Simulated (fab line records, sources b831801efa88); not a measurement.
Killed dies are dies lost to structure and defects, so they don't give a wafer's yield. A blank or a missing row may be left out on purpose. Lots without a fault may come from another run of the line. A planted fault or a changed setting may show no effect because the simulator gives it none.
fab line records | flow sky130
record lots=6 wafers=18 last_day=50
route steps=708 shown METAL2@483
lots that met no fault: from a run of the same line without faults
start_h: hours from the record's first day to the start of the lot's first wafer shown | wait_h: hours since the lot's step before | " the same as in the row above | L1.1+2: a row that stands for several wafers | - no value, or no start given | * or withheld: withheld | < > ~ a bound
route shown NAME@n: a module of which the file shows steps, and the number in the route of the first | usual: mean/standard deviation of fault-free wafers | same: alike in all rows | chamber/n: place in a boat | sites: the reading at each site | _std_site: their standard deviation | _edge_site: outer sites' mean less inner sites' | radius_mm: how far each site lies from the wafer's centre | mask NAME#n: copy n | behind: the tool/chamber that last shaped the wafer | hold: why the lot was held/for how many hours/how that ended | device: the transistor (n, p or np) that didn't switch | end of line: the same wafers' tests at the end of the route | a step without rows: its recipe alone | killed: dies lost to structure and defects at the first sort, not the wafer's yield | map: a wafer's dies, x killed, . not, _ none there
set.NAME: the setting as run; set.NAME@STEP: as run at that earlier step | model.NAME: the simulator's own value behind a step, which no gauge read
lots at some steps of the route; a table a step, a row a wafer
services: from which hour (start_h, from the record's first day; less than 0 if before it) a tool's chamber was out of use, for how many hours, and why
## steps
# step SKY_METAL2_SPUTTER_00
# recipe material=Ti target_thk_nm=15 power_w=3000 time_s=10 chamber_pressure_pa=0.4
# usual throttle_valve_pct=30.1/1.2
# columns lot.wafer tool chamber start_h wait_h throttle_valve_pct
L661.1 pvd_sputter-04 - 812.61 0.2 29.0
L661.2 " - " " 29.2
L661.4 " - " " 30.4
L671.1 pvd_sputter-04 - 882.27 0.2 29.4
L671.3 " - " " 28.7
L671.6 " - " " 28.8
L672.2 pvd_sputter-02 - 899.01 0.1 28.6
L672.4 " - " " 29.9
L672.6 " - " " 29.9
L676.2 pvd_sputter-02 - 925.94 0.2 31.3
L676.3 " - " " 28.4
L676.6 " - " " 28.6
L681.3 pvd_sputter-04 - 954.56 0.2 29.4
L681.4 " - " " 28.5
L681.6 " - " " 29.0
L682.1 pvd_sputter-04 - 968.86 0.1 30.2
L682.3 " - " " 29.4
L682.5 " - " " 29.5
# step SKY_METAL2_SPUTTER_01
# recipe material=TiN target_thk_nm=20 power_w=6500 time_s=16.7 chamber_pressure_pa=0.4
# usual throttle_valve_pct=30.1/1.2
# columns lot.wafer tool chamber start_h wait_h throttle_valve_pct
L661.1 pvd_sputter-04 - 812.63 0.0 28.6
L661.2 " - " " 29.1
L661.4 " - " " 30.6
L671.1 pvd_sputter-04 - 882.29 0.0 29.8
L671.3 " - " " 28.7
L671.6 " - " " 28.9
L672.2 pvd_sputter-02 - 899.03 0.0 28.7
L672.4 " - " " 30.1
L672.6 " - " " 30.2
L676.2 pvd_sputter-02 - 925.96 0.0 31.5
L676.3 " - " " 28.5
L676.6 " - " " 28.3
L681.3 pvd_sputter-04 - 954.59 0.0 29.7
L681.4 " - " " 28.8
L681.6 " - " " 29.0
L682.1 pvd_sputter-04 - 968.88 0.0 30.4
L682.3 " - " " 29.4
L682.5 " - " " 29.5
# step SKY_METAL2_SPUTTER_02
# recipe material=AlCu target_thk_nm=250 power_w=10600 time_s=13.3 chamber_pressure_pa=0.4
# step SKY_METAL2_SPUTTER_03
# recipe material=Ti target_thk_nm=5 power_w=3000 time_s=3.3 chamber_pressure_pa=0.4
# usual throttle_valve_pct=30.1/1.2
# columns lot.wafer tool chamber start_h wait_h throttle_valve_pct
L661.1 pvd_sputter-04 - 812.68 0.0 28.8
L661.2 " - " " 29.6
L661.4 " - " " 30.2
L671.1 pvd_sputter-04 - 882.34 0.0 29.8
L671.3 " - " " 29.0
L671.6 " - " " 28.8
L672.2 pvd_sputter-02 - 899.08 0.0 28.6
L672.4 " - " " 30.0
L672.6 " - " " 30.1
L676.2 pvd_sputter-02 - 926.01 0.0 31.2
L676.3 " - " " 28.4
L676.6 " - " " 28.3
L681.3 pvd_sputter-04 - 954.64 0.0 29.6
L681.4 " - " " 29.1
L681.6 " - " " 28.7
L682.1 pvd_sputter-04 - 968.93 0.0 30.2
L682.3 " - " " 29.6
L682.5 " - " " 29.7
# step SKY_METAL2_SPUTTER_04
# recipe material=TiN target_thk_nm=70 power_w=6500 time_s=58.3 chamber_pressure_pa=0.4
# usual throttle_valve_pct=30.1/1.2
# columns lot.wafer tool chamber start_h wait_h throttle_valve_pct
L661.1 pvd_sputter-04 - 812.70 0.0 28.8
L661.2 " - " " 29.6
L661.4 " - " " 30.5
L671.1 pvd_sputter-04 - 882.36 0.0 29.5
L671.3 " - " " 28.9
L671.6 " - " " 28.6
L672.2 pvd_sputter-02 - 899.10 0.0 28.6
L672.4 " - " " 30.0
L672.6 " - " " 29.7
L676.2 pvd_sputter-02 - 926.03 0.0 31.2
L676.3 " - " " 28.9
L676.6 " - " " 28.5
L681.3 pvd_sputter-04 - 954.65 0.0 29.7
L681.4 " - " " 28.8
L681.6 " - " " 28.8
L682.1 pvd_sputter-04 - 968.95 0.0 30.6
L682.3 " - " " 29.1
L682.5 " - " " 29.5
# step SKY_METAL2_RS_MEAS_05
# recipe thk_meas_gauge=four-point-probe reads=TiN_of_METAL2_SPUTTER_04+Ti_of_METAL2_SPUTTER_03+AlCu_of_METAL2_SPUTTER_02+TiN_of_METAL2_SPUTTER_01+Ti_of_METAL2_SPUTTER_00
# usual METAL2_ALCU_RS=0.1260/0.0013
# columns lot.wafer tool chamber start_h wait_h METAL2_ALCU_RS[ohm/sq]
L661.1 film_metro-04 - 812.75 0.0 0.1262
L661.2 " - " " 0.1260
L661.4 " - " " 0.1263
L671.1 film_metro-03 - 882.41 0.0 0.1242
L671.3 " - " " 0.1260
L671.6 " - " " 0.1270
L672.2 film_metro-03 - 899.17 0.0 0.1257
L672.4 " - " " 0.1255
L672.6 " - " " 0.1253
L676.2 film_metro-01 - 926.09 0.0 0.1252
L676.3 " - " " 0.1252
L676.6 " - " " 0.1258
L681.3 film_metro-01 - 954.74 0.1 0.1251
L681.4 " - " " 0.1273
L681.6 " - " " 0.1269
L682.1 film_metro-01 - 969.00 0.0 0.1259
L682.3 " - " " 0.1269
L682.5 " - " " 0.1270
# step SKY_METAL2_THK_MEAS_06
# recipe thk_meas_gauge=xrf reads=AlCu_of_METAL2_SPUTTER_02
# usual METAL2_ALCU_THK=250/3.1
# columns lot.wafer tool chamber start_h wait_h METAL2_ALCU_THK[nm]
L661.1 film_metro-04 - 812.87 0.1 248
L661.2 " - " " 248
L661.4 " - " " 249
L671.1 film_metro-03 - 882.53 0.1 255
L671.3 " - " " 252
L671.6 " - " " 249
L672.2 film_metro-03 - 899.28 0.1 253
L672.4 " - " " 252
L672.6 " - " " 253
L676.2 film_metro-01 - 926.20 0.1 251
L676.3 " - " " 252
L676.6 " - " " 251
L681.3 film_metro-01 - 954.84 0.1 251
L681.4 " - " " 249
L681.6 " - " " 250
L682.1 film_metro-01 - 969.12 0.1 252
L682.3 " - " " 250
L682.5 " - " " 249
# step SKY_METAL2_DEHYDRATE_07
# recipe temp_c=200 time_s=60
# step SKY_METAL2_HMDS_08
# recipe prime_time_s=60 prime_temp_c=120
# step SKY_METAL2_COAT_09
# recipe resist=BARC temp_c=withheld time_s=withheld spin_rpm=3000 resist_thk_nm=60
# step SKY_METAL2_COAT_10
# recipe resist=KrF-thick spin_rpm=3000 resist_thk_nm=458.1
# step SKY_METAL2_SOFTBAKE_11
# recipe temp_c=100 time_s=90 resist=KrF-thick
# step SKY_METAL2_EXPOSE_12
# recipe mask_id=MM2 na=0.8 source_shape=annular sigma_inner=0.55 sigma_outer=0.85 target_cd_nm=140 dose_mj=28
# same sigma_outer=0.85
# columns lot.wafer tool chamber start_h wait_h mask
L661.1+2+4 krf_scanner-02 0 825.13 - MM2#0
L671.1+3+6 krf_scanner-02 0 896.07 - MM2#0
L672.2+4+6 krf_scanner-02 0 911.17 - MM2#0
L676.2+3+6 krf_scanner-01 0 938.55 - MM2#0
L681.3+4+6 krf_scanner-01 0 967.15 - MM2#0
L682.1+3+5 krf_scanner-01 0 981.36 - MM2#0
# step SKY_METAL2_PEB_13
# recipe peb_temp_c=withheld peb_time_s=withheld resist=KrF-thick
# step SKY_METAL2_DEVELOP_14
# recipe develop_time_s=60 resist=KrF-thick dev_temp_c=21
# step SKY_METAL2_CD_MEAS_15
# recipe target_cd_nm=140
# usual cd_nm=140.4/1.6
# columns lot.wafer tool chamber start_h wait_h cd_nm
L661.1 cd_sem-01 - 838.41 - 138.4
L661.2 " - " " 139.7
L661.4 " - " " 138.3
L671.1 cd_sem-01 - 908.05 - 137.0
L671.3 " - " " -
L671.6 " - " " -
L672.2 cd_sem-02 - 924.00 - 142.6
L672.4 " - " " 142.0
L672.6 " - " " -
L676.2 cd_sem-01 - 950.97 - 143.4
L676.3 " - " " 143.3
L676.6 " - " " 143.3
L681.3 cd_sem-01 - 978.85 - 140.4
L681.4 " - " " 140.5
L681.6 " - " " 140.4
L682.1 cd_sem-01 - 992.43 - 139.2
L682.3 " - " " 140.7
L682.5 " - " " 140.3
# step SKY_METAL2_OVL_MEAS_16
# usual METAL2_OVL=0/5.1
# columns lot.wafer tool chamber start_h wait_h METAL2_OVL[nm]
L661.1 overlay-02 - 838.53 0.1 9
L661.2 " - " " -12
L661.4 " - " " 3
L671.1 overlay-02 - 908.17 0.1 -8
L671.3 " - " " -
L671.6 " - " " -
L672.2 overlay-01 - 924.11 0.1 -1
L672.4 " - " " 6
L672.6 " - " " -
L676.2 overlay-01 - 951.08 0.1 6
L676.3 " - " " 5
L676.6 " - " " 7
L681.3 overlay-02 - 978.95 0.1 7
L681.4 " - " " 3
L681.6 " - " " 1
L682.1 overlay-02 - 992.55 0.1 -9
L682.3 " - " " -6
L682.5 " - " " -1
# step SKY_METAL2_DESCUM_17
# recipe chemistry=O2 source_power_w=150 bias_power_w=0 pressure_mtorr=10 temp_c=40 time_s=8
# usual drypump_motor_current_A=6.2/0.37 oes_product_au=0.996/0.0079 rf_fwd_power_W=147.3/0.58
# columns lot.wafer tool chamber start_h wait_h drypump_motor_current_A oes_product_au rf_fwd_power_W rf_hours_counter_h
L661.1 rie_metal-04 1 838.57 0.0 6.0 0.988 146.7 2
L661.2 " 0 " " 6.6 0.999 147.6 9
L661.4 " 0 " " 6.6 1.012 147.3 -
L671.1 rie_metal-04 0 908.21 0.0 6.6 1.008 147.7 12
L671.3 " 0 " " 6.6 1.007 147.9 -
L671.6 " 0 " " 6.6 1.015 147.4 -
L672.2 rie_metal-01 0 924.14 0.0 6.1 0.996 147.2 6
L672.4 " 1 " " 6.0 0.999 148.2 -
L672.6 " 0 " " 6.1 0.997 147.1 -
L676.2 rie_metal-01 0 951.11 0.0 6.1 0.987 147.2 7
L676.3 " 1 " " 6.0 0.999 146.9 -
L676.6 " 1 " " 6.0 0.998 147.3 -
L681.3 rie_metal-01 0 978.98 0.0 6.1 0.996 146.9 -
L681.4 " 1 " " 6.0 0.999 147.8 -
L681.6 " 1 " " 6.0 0.992 147.3 -
L682.1 rie_metal-02 0 992.59 0.0 5.0 0.993 146.2 8
L682.3 " 1 " " 6.6 0.985 145.4 -
L682.5 " 1 " " 6.6 0.986 145.4 -
## services
# columns tool chamber start_h hours kind
krf_scanner-01 0 789.95 - calibration
krf_scanner-02 - 792.00 7.2 pm
pvd_sputter-04 - 800.11 2.0 repair
krf_scanner-02 - 814.85 1.3 pm
krf_scanner-01 - 835.38 1.3 pm
krf_scanner-02 - 846.50 3.6 pm
krf_scanner-02 - 880.39 0.6 repair
rie_metal-04 - 886.05 0.5 repair
krf_scanner-02 - 893.93 0.8 pm
krf_scanner-01 - 902.47 1.0 pm
pvd_sputter-02 0 912.47 - consumable_replace:kit
pvd_sputter-02 0 912.47 18.0 scheduled_down
pvd_sputter-02 0 912.47 18.0 vent_cycle
pvd_sputter-02 - 914.11 4.6 repair
krf_scanner-02 - 947.31 1.0 pm
krf_scanner-01 - 949.28 0.8 pm
pvd_sputter-04 0 958.13 - consumable_replace:kit
pvd_sputter-04 0 958.13 18.0 scheduled_down
pvd_sputter-04 0 958.13 18.0 vent_cycle
pvd_sputter-04 - 966.98 1.2 repair
rie_metal-02 0 972.21 8.2 repair
krf_scanner-02 - 977.04 4.4 pm
rie_metal-04 - 982.14 1.2 repair
krf_scanner-02 - 990.75 1.3 pm
## key
first_sign step=SKY_METAL2_CD_MEAS_15 reading=cd_nm direction=missing
effect step=SKY_METAL2_OVL_MEAS_16 reading=METAL2_OVL direction=missing
met_at SKY_METAL2_EXPOSE_12
struck_wafers L671.3,L671.6,L672.6
later_rows_left_out L671.3,L671.6,L672.6
sort_left_out L671.3,L671.6,L672.6
onset_between 825.13 896.07
fault kind=process_parameter_drift tool=krf_scanner-02 chamber=- onset_h=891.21 steps=SKY_METAL2_EXPOSE_12 channel=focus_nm offset=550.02 shape=step end_h=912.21 scope=struck_wafers_only
# sort_left_out: the simulated sort isn't trusted on such a fault, so these wafers' sort isn't shown, and their yield isn't known
# later_rows_left_out: the simulator's readings of these wafers behind a module that went badly wrong aren't trusted and aren't shown, but for the sort
